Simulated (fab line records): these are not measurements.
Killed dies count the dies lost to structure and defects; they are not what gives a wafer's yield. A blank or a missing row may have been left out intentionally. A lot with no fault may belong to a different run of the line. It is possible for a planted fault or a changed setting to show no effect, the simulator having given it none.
fab line records -- flow sky130
record lots=13, wafers=39, lastDay=50
route steps=708 shown VT_ADJUST_HVTR@139 POLY_GATE@218 SD_P@326 LI_CONTACT@386 PAD_OPEN@708
lots with no fault: from the same line, run without faults
startH: hours from the record's first day to the start of the lot's first wafer shown -- waitH: hours elapsed since this lot's preceding step -- " unchanged from the row above -- L1.1+2: several wafers, shown together as one row -- - no value, or no start was given -- * or withheld: withheld -- < > ~ a bound
route shown NAME@n: a module of which the file shows steps, and the number in the route of the first -- usual: mean and standard deviation over wafers with no fault -- same: alike in all rows -- chamber/n: place in a boat -- sites: per-site readings -- _std_site: standard deviation of those values -- _edge_site: outer sites' mean less inner sites' -- radiusMm: how far each site lies from the wafer's centre -- mask NAME#n: copy n -- behind: tool/chamber where the wafer was last shaped -- hold: what put the lot on hold/how long, in hours/how the hold closed -- device: the transistor (n, p or np) that didn't switch -- end of line: tests run on the same wafers once the route is complete -- a step without rows: its recipe alone -- killed: not the wafer's yield, but the dies lost to structure and defects at the first sort -- map: the dies of a wafer, with x for killed, . for not killed, _ for no die there
set.NAME: the setting as run; set.NAME@STEP: as run at that earlier step -- model.NAME: the simulator's own value behind a step, which no gauge read
route steps across a sampled set of lots; one table per step, one row per wafer
services: a tool's chamber out of use, with start hour (startH, from the record's first day; less than 0 if before it), hours out, and reason
## steps
# step SKY_VT_ADJUST_HVTR_OVL_MEAS_08
# usual VT_ADJUST_HVTR_OVL=-0.2/1.4
lot.wafer,tool,chamber,startH,waitH,VT_ADJUST_HVTR_OVL[nm]
L831.2,overlay-01,-,204.66,0.1,-3.2
L831.4,overlay-01,-,204.66,0.1,-3.2
L831.5,overlay-01,-,204.66,0.1,-2.4
L832.1,overlay-02,-,211.42,0.1,-0.5
L832.2,overlay-02,-,211.42,0.1,-0.6
L832.4,overlay-02,-,211.42,0.1,-0.9
L833.1,overlay-02,-,226.02,0.1,-0.2
L833.2,overlay-02,-,226.02,0.1,0.6
L833.5,overlay-02,-,226.02,0.1,0.3
L834.1,overlay-02,-,226.20,0.1,-0.1
L834.3,overlay-02,-,226.20,0.1,-0.9
L834.4,overlay-02,-,226.20,0.1,-0.1
L837.1,overlay-01,-,249.91,0.1,0.4
L837.3,overlay-01,-,249.91,0.1,-0.8
L837.5,overlay-01,-,249.91,0.1,-0.7
L843.1,overlay-01,-,299.81,0.1,1.7
L843.3,overlay-01,-,299.81,0.1,2.3
L843.4,overlay-01,-,299.81,0.1,1.2
L845.1,overlay-01,-,307.65,0.1,-0.2
L845.2,overlay-01,-,307.65,0.1,0.2
L845.4,overlay-01,-,307.65,0.1,0.3
L846.1,overlay-02,-,316.26,0.1,1.3
L846.2,overlay-02,-,316.26,0.1,0.8
L846.3,overlay-02,-,316.26,0.1,0.9
L847.2,overlay-02,-,326.91,0.1,2.2
L847.5,overlay-02,-,326.91,0.1,2.1
L847.6,overlay-02,-,326.91,0.1,1.2
L848.2,overlay-02,-,333.51,0.1,0.6
L848.4,overlay-02,-,333.51,0.1,-1.0
L848.6,overlay-02,-,333.51,0.1,1.2
L849.1,overlay-01,-,340.00,0.1,2.4
L849.4,overlay-01,-,340.00,0.1,2.4
L849.5,overlay-01,-,340.00,0.1,2.2
L850.3,overlay-01,-,344.98,0.1,0.8
L850.4,overlay-01,-,344.98,0.1,1.3
L850.6,overlay-01,-,344.98,0.1,1.0
L852.2,overlay-01,-,358.82,0.1,-1.1
L852.3,overlay-01,-,358.82,0.1,-0.7
L852.6,overlay-01,-,358.82,0.1,-1.6
# step SKY_POLY_GATE_THK_MEAS_04
# recipe reads=Si3N4_of_POLY_GATE_CVD_03
# usual POLY_GATE_CVD_03_THK=74.6/0.8
lot.wafer,tool,chamber,startH,waitH,POLY_GATE_CVD_03_THK[nm]
L831.2,filmMetro-02,-,342.61,0.0,75.3
L831.4,filmMetro-02,-,342.61,0.0,74.4
L831.5,filmMetro-02,-,342.61,0.0,75.3
L832.1,filmMetro-01,-,349.89,0.0,74.2
L832.2,filmMetro-01,-,349.89,0.0,74.9
L832.4,filmMetro-01,-,349.89,0.0,74.4
L833.1,filmMetro-02,-,363.48,0.0,75.5
L833.2,filmMetro-02,-,363.48,0.0,74.9
L833.5,filmMetro-02,-,363.48,0.0,75.3
L834.1,filmMetro-02,-,364.84,0.0,73.8
L834.3,filmMetro-02,-,364.84,0.0,74.7
L834.4,filmMetro-02,-,364.84,0.0,74.4
L837.1,filmMetro-02,-,397.36,0.0,75.7
L837.3,filmMetro-02,-,397.36,0.0,76.6
L837.5,filmMetro-02,-,397.36,0.0,75.7
L843.1,filmMetro-01,-,456.45,0.0,73.7
L843.3,filmMetro-01,-,456.45,0.0,73.6
L843.4,filmMetro-01,-,456.45,0.0,72.8
L845.1,filmMetro-03,-,467.41,0.0,73.6
L845.2,filmMetro-03,-,467.41,0.0,73.6
L845.4,filmMetro-03,-,467.41,0.0,74.0
L846.1,filmMetro-01,-,476.39,0.0,74.3
L846.2,filmMetro-01,-,476.39,0.0,74.3
L846.3,filmMetro-01,-,476.39,0.0,73.9
L847.2,filmMetro-02,-,488.57,0.0,74.2
L847.5,filmMetro-02,-,488.57,0.0,74.2
L847.6,filmMetro-02,-,488.57,0.0,74.1
L848.2,filmMetro-03,-,500.51,0.0,74.0
L848.4,filmMetro-03,-,500.51,0.0,73.9
L848.6,filmMetro-03,-,500.51,0.0,74.2
L849.1,filmMetro-01,-,505.95,0.0,74.3
L849.4,filmMetro-01,-,505.95,0.0,73.1
L849.5,filmMetro-01,-,505.95,0.0,73.2
L850.3,filmMetro-01,-,512.73,0.0,74.0
L850.4,filmMetro-01,-,512.73,0.0,74.3
L850.6,filmMetro-01,-,512.73,0.0,75.3
L852.2,filmMetro-03,-,527.37,0.0,74.9
L852.3,filmMetro-03,-,527.37,0.0,74.5
L852.6,filmMetro-03,-,527.37,0.0,74.2
# step SKY_SD_P_DEVELOP_06
# recipe resist=NOVOLAK, developer=TMAH, developTimeS=60, devTempC=23
lot.wafer,tool,chamber,startH,waitH
L831.2+4+5,lithoTrack-02,0,586.41,0.1
L832.1+2+4,lithoTrack-04,0,594.08,0.1
L833.1+2+5,lithoTrack-04,0,610.13,0.1
L834.1+3+4,lithoTrack-04,0,610.43,0.1
L837.1+3+5,lithoTrack-01,0,643.24,0.1
L843.1+3+4,lithoTrack-02,0,701.03,0.1
L845.1+2+4,lithoTrack-02,0,709.38,0.1
L846.1+2+3,lithoTrack-01,0,717.94,0.1
L847.2+5+6,lithoTrack-01,0,727.41,0.1
L848.2+4+6,lithoTrack-02,0,739.36,0.1
L849.1+4+5,lithoTrack-04,0,741.98,0.1
L850.3+4+6,lithoTrack-02,0,748.73,0.1
L852.2+3+6,lithoTrack-02,0,760.61,0.1
# step SKY_SD_P_CD_MEAS_07
# recipe targetCdNm=380
# usual cdNm=379.7/2.8
lot.wafer,tool,chamber,startH,waitH,cdNm
L831.2,cdSem-02,-,586.55,0.1,375.0
L831.4,cdSem-02,-,586.55,0.1,372.4
L831.5,cdSem-02,-,586.55,0.1,372.5
L832.1,cdSem-01,-,594.23,0.1,379.9
L832.2,cdSem-01,-,594.23,0.1,378.6
L832.4,cdSem-01,-,594.23,0.1,380.1
L833.1,cdSem-02,-,610.28,0.1,360.2
L833.2,cdSem-02,-,610.28,0.1,360.7
L833.5,cdSem-02,-,610.28,0.1,361.7
L834.1,cdSem-02,-,610.58,0.1,362.7
L834.3,cdSem-02,-,610.58,0.1,363.3
L834.4,cdSem-02,-,610.58,0.1,363.7
L837.1,cdSem-01,-,643.39,0.1,379.9
L837.3,cdSem-01,-,643.39,0.1,380.2
L837.5,cdSem-01,-,643.39,0.1,381.9
L843.1,cdSem-02,-,701.18,0.1,382.9
L843.3,cdSem-02,-,701.18,0.1,381.7
L843.4,cdSem-02,-,701.18,0.1,381.3
L845.1,cdSem-02,-,709.53,0.1,378.7
L845.2,cdSem-02,-,709.53,0.1,376.0
L845.4,cdSem-02,-,709.53,0.1,377.2
L846.1,cdSem-01,-,718.09,0.1,381.0
L846.2,cdSem-01,-,718.09,0.1,380.5
L846.3,cdSem-01,-,718.09,0.1,380.1
L847.2,cdSem-01,-,727.56,0.1,377.3
L847.5,cdSem-01,-,727.56,0.1,377.2
L847.6,cdSem-01,-,727.56,0.1,375.7
L848.2,cdSem-01,-,739.50,0.1,382.5
L848.4,cdSem-01,-,739.50,0.1,384.8
L848.6,cdSem-01,-,739.50,0.1,383.0
L849.1,cdSem-02,-,742.13,0.1,381.7
L849.4,cdSem-02,-,742.13,0.1,380.4
L849.5,cdSem-02,-,742.13,0.1,381.9
L850.3,cdSem-01,-,748.87,0.1,381.2
L850.4,cdSem-01,-,748.87,0.1,381.8
L850.6,cdSem-01,-,748.87,0.1,379.6
L852.2,cdSem-01,-,760.75,0.1,380.9
L852.3,cdSem-01,-,760.75,0.1,380.5
L852.6,cdSem-01,-,760.75,0.1,380.4
# step SKY_LI_CONTACT_CMP_24
# recipe stopOn=PSG, tOverpolishS=20, downForcePsi=3.5, platenRpm=60, targetThkNm=0, padVelocityMS=0.94248
# usual edgeZonePressureFrac=1.000/0.0048, motorCurrentA=11.5/1.1, overpolishRunS=20.000/0.0096, platenRpm=60.00/0.041, timeToEndpointS=96/3.6
# same tOverpolishS=20
lot.wafer,tool,chamber,startH,waitH,edgeZonePressureFrac,motorCurrentA,overpolishRunS,platenRpm,timeToEndpointS
L831.2,cmp-02,3,677.31,0.0,1.001,11.7,20.012,60.02,98
L831.4,cmp-02,0,677.31,0.0,0.995,10.3,19.995,60.03,95
L831.5,cmp-02,0,677.31,0.0,0.995,9.9,20.010,60.04,94
L832.4,cmp-02,3,684.22,0.0,1.004,11.2,19.998,59.92,96
L832.1,cmp-02,0,684.22,0.0,1.008,10.2,20.010,60.04,97
L832.2,cmp-02,2,684.22,0.0,0.999,11.7,20.012,60.07,98
L833.1,cmp-02,3,697.93,0.1,0.997,11.8,19.982,60.04,103
L833.2,cmp-02,1,697.93,0.1,0.999,13.0,19.994,60.04,99
L833.5,cmp-02,2,697.93,0.1,0.998,11.7,19.998,60.03,102
L834.3,cmp-02,3,699.48,0.0,0.993,11.5,20.010,59.99,99
L834.1,cmp-02,0,699.48,0.0,0.996,10.3,20.008,60.06,97
L834.4,cmp-02,1,699.48,0.0,1.004,12.9,19.994,59.94,97
L837.3,cmp-01,3,730.91,0.1,0.999,12.0,19.995,60.00,96
L837.1,cmp-01,0,730.91,0.1,1.002,10.9,19.985,60.02,100
L837.5,cmp-01,2,730.91,0.1,0.997,13.7,19.997,60.02,95
L843.3,cmp-02,1,785.15,0.0,1.006,12.2,19.998,60.06,97
L843.4,cmp-02,2,785.15,0.0,1.008,11.8,19.988,60.02,96
L843.1,cmp-02,0,785.15,0.0,0.999,10.1,19.990,60.01,91
L845.2,cmp-02,2,791.51,0.0,0.994,11.6,19.992,59.97,103
L845.1,cmp-02,3,791.51,0.0,1.004,10.9,20.000,60.05,99
L845.4,cmp-02,0,791.51,0.0,0.994,10.2,20.015,59.99,95
L846.1,cmp-01,1,800.38,0.1,1.004,11.4,20.007,60.02,91
L846.2,cmp-01,2,800.38,0.1,1.000,12.9,20.002,59.95,101
L846.3,cmp-01,3,800.38,0.1,0.995,12.6,19.984,60.01,98
L847.2,cmp-01,0,810.96,0.1,0.999,10.8,19.989,59.97,101
L847.6,cmp-01,2,810.96,0.1,0.992,14.0,20.015,59.99,97
L847.5,cmp-01,3,810.96,0.1,1.001,12.4,19.989,60.01,96
L848.2,cmp-02,3,823.58,0.1,1.000,11.4,20.003,59.96,95
L848.4,cmp-02,2,823.58,0.1,1.002,11.6,19.985,60.01,95
L848.6,cmp-02,0,823.58,0.1,0.997,9.8,20.017,60.02,94
L849.4,cmp-02,3,825.43,0.1,0.998,11.6,19.998,59.99,96
L849.1,cmp-02,1,825.43,0.1,0.991,12.8,19.992,59.98,93
L849.5,cmp-02,2,825.43,0.1,1.000,11.6,20.002,60.00,92
L850.3,cmp-01,1,830.32,0.1,0.999,11.4,20.015,60.09,89
L850.4,cmp-01,3,830.32,0.1,1.002,12.0,19.995,59.99,94
L850.6,cmp-01,0,830.32,0.1,1.006,10.5,20.005,60.03,95
L852.3,cmp-01,2,843.76,0.1,1.010,13.8,20.008,60.03,101
L852.2,cmp-01,3,843.76,0.1,0.999,11.8,19.997,59.97,95
L852.6,cmp-01,2,843.76,0.1,1.009,14.3,19.994,60.04,100
# step SKY_PAD_OPEN_PROBE_99
# usual killed_at_M0_to_M3=42/7.6, killed_at_M4_up=2.9/1.7, killedAtContacts=24/5.1, killedAtFrontEnd=15/4, killedAtOther=0.2/0.38, killedDies=84/9.9, killedOpen=46/7.2, killedShort=38/6.6
# same grossDies=492, killedAtBackSide=0
lot.wafer,tool,chamber,startH,waitH,killed_at_M0_to_M3,killed_at_M4_up,killedAtContacts,killedAtFrontEnd,killedAtOther,killedDies,killedOpen,killedShort
L834.4,prober-01,-,1095.29,0.2,39,3,21,21,0,84,39,44
# killed by level:class
L834.4 LI_CONTACT:geometricParticle:open=9 VIA1:geometricParticle:open=8 POLY_GATE:geometricParticle:short=6 METAL2:geometricParticle:short=6 VIA2:geometricParticle:open=5 METAL1:geometricParticle:short=5 POLY_GATE:geometricParticle:open=4 CONTACT:geometricParticle:open=4
## services
tool,chamber,startH,hours,kind
cmp-02,-,572.00,4.0,pm
cmp-02,-,576.00,-,consumableReplace:conditioner
cmp-02,-,576.00,-,consumableReplace:pad
cmp-02,-,591.04,5.5,repair
cmp-02,-,599.33,1.8,repair
cmp-01,-,606.03,1.2,repair
cmp-01,-,623.35,3.1,pm
cmp-02,-,646.84,9.8,repair
cmp-02,-,651.36,0.5,repair
cmp-01,-,694.52,0.4,repair
cmp-01,-,733.63,9.0,pm
cmp-01,-,744.00,4.0,pm
cmp-01,-,748.00,-,consumableReplace:conditioner
cmp-01,-,748.00,-,consumableReplace:pad
cmp-01,-,750.34,0.9,repair
cmp-01,-,751.35,20.8,repair
cmp-01,-,782.50,1.8,repair
cmp-02,-,796.42,4.6,repair
cmp-02,-,824.73,0.3,repair
cmp-02,-,828.86,4.7,pm
## key
firstSign step=SKY_SD_P_CD_MEAS_07, reading=cdNm, direction=down, sigmas=6.3, usual=379.7, struck=362.0
effect none on later readings
metAt SKY_SD_P_DEVELOP_06
struckLots L833,L834
testerLeftOut L833,L834
notActingAt SKY_VT_ADJUST_HVTR_OVL_MEAS_08,SKY_POLY_GATE_THK_MEAS_04,SKY_LI_CONTACT_CMP_24
fault kind=processParameterDrift, tool=lithoTrack-04, chamber=-, onsetH=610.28, steps=SKY_SD_P_DEVELOP_06, channel=developTimeS, offset=*, shape=step, endH=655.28, actsIn=*, stated=*
# testerLeftOut: of these lots the tester's yield and bins aren't shown, on N5 and GAA mostly nor the transistor test; their killed dies are dies lost to structure and defects alone, not to doping, threshold or leakage, so they don't give the yield
